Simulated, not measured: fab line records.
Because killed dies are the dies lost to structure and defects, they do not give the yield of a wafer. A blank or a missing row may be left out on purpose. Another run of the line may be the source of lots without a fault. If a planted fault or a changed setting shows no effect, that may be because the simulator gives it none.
A struck lot beside a sound one :: flow sky130 :: 18 out of 708 route steps
Sound: wafers L102.1, L102.2, L102.6. Wafers struck: L107.2, L107.5, L107.6. The cause is named last.
Order at every step that has rows: each side's tool, ch and its chambers, its first start. Under that, the readings that differ: sound wafers :: struck wafers :: difference of the means :: sigmas: that difference in standard deviations of wafers without a fault.
alike: a reading whose means differ by less than 2 such deviations, as well as words and numbers matching on both sides. not compared: withheld readings; readings where some wafer has no value; bounds like >300 that might hide an equal value; numbers whose values overlap and for which the record gives no deviation.
Wherever a step has rows on one side only, a row that says differs or no value, or a row with sigmas, the two part there. Numbers that have no deviation but don't overlap get no sigmas and don't part them. A reading missing from all wafers of one side parts the sides only when that side holds two or more wafers.

SKY_GATE_OXIDE_STRIP_13: strips in O2/N2.
  sound on plasma-asher-01 ch 0,1, day 13 23:02; struck on plasma-asher-01 ch 0,1, day 16 21:34
  alike: drypump-motor-current-A, oes-product-au, strip-time-to-endpoint-s
  not compared: rf-hours-counter-h
SKY_GATE_OXIDE_TW_MEAS_14:
  sound: film-metro-02 at day 13 23:08; struck: film-metro-01 at day 16 21:40
  alike: GATE_OXIDE_TW
then, 3 steps without rows for these wafers: SKY_GATE_OXIDE_CLEAN_15 (cleans in SC1/SC2, time 150 s); SKY_GATE_OXIDE_OXIDATION_16 (stabilise 600 s, purge 300 s, target thk 3.57 nm); SKY_POLY_GATE_CVD_00 (deposits poly-Si, target thk 180 nm, time 720 s).
SKY_POLY_GATE_THK_MEAS_01:
  sound: film-metro-02 at day 14 03:45; struck: film-metro-02 at day 17 01:34
  alike: POLY_GATE_CVD_00_THK
then, 6 steps without rows for these wafers: SKY_RES_PROTECT_DEHYDRATE_00 (time 60 s); SKY_RES_PROTECT_HMDS_01 (prime time 60 s); SKY_RES_PROTECT_COAT_02 (resist thk 1140 nm); SKY_RES_PROTECT_SOFTBAKE_03 (time 60 s); SKY_RES_PROTECT_EXPOSE_04 (exposes mask RPM, target cd 1270 nm); SKY_RES_PROTECT_PEB_05.
SKY_RES_PROTECT_DEVELOP_06: develop time 60 s.
  sound on litho-track-01 ch 0, day 15 05:49; struck on litho-track-02 ch 0, day 18 06:46
  alike: chill-plate-temp-C, resist-line-temp-C
then, 1 step without rows for these wafers: SKY_POLY_GATE_IMPLANT_02.
SKY_RES_PROTECT_STRIP_07: strips in O2/N2.
  sound on plasma-asher-03 ch 0,1, day 15 06:07; struck on plasma-asher-03 ch 0,1, day 18 07:03
  alike: drypump-motor-current-A, oes-product-au, strip-time-to-endpoint-s
  not compared: rf-hours-counter-h
SKY_RES_PROTECT_TW_MEAS_08:
  sound: film-metro-02 at day 15 06:13; struck: film-metro-02 at day 18 07:10
reading: POLY_GATE_TW
sound: 4043 4043 4031
struck: 30 30 30
difference: -4009
sigmas: -99 or more
then, 1 step without rows for these wafers: SKY_RES_PROTECT_CLEAN_09 (cleans in SC1/SC2, time 150 s).
SKY_PAD_OPEN_PROBE_99:
  the record has rows for the sound wafers here (prober-01, day 45 13:53) and none for the struck ones

## WHERE THEY PART
Last at SKY_PAD_OPEN_PROBE_99 as far as this record goes, first at SKY_RES_PROTECT_TW_MEAS_08.

WHY: the cause the simulator had injected
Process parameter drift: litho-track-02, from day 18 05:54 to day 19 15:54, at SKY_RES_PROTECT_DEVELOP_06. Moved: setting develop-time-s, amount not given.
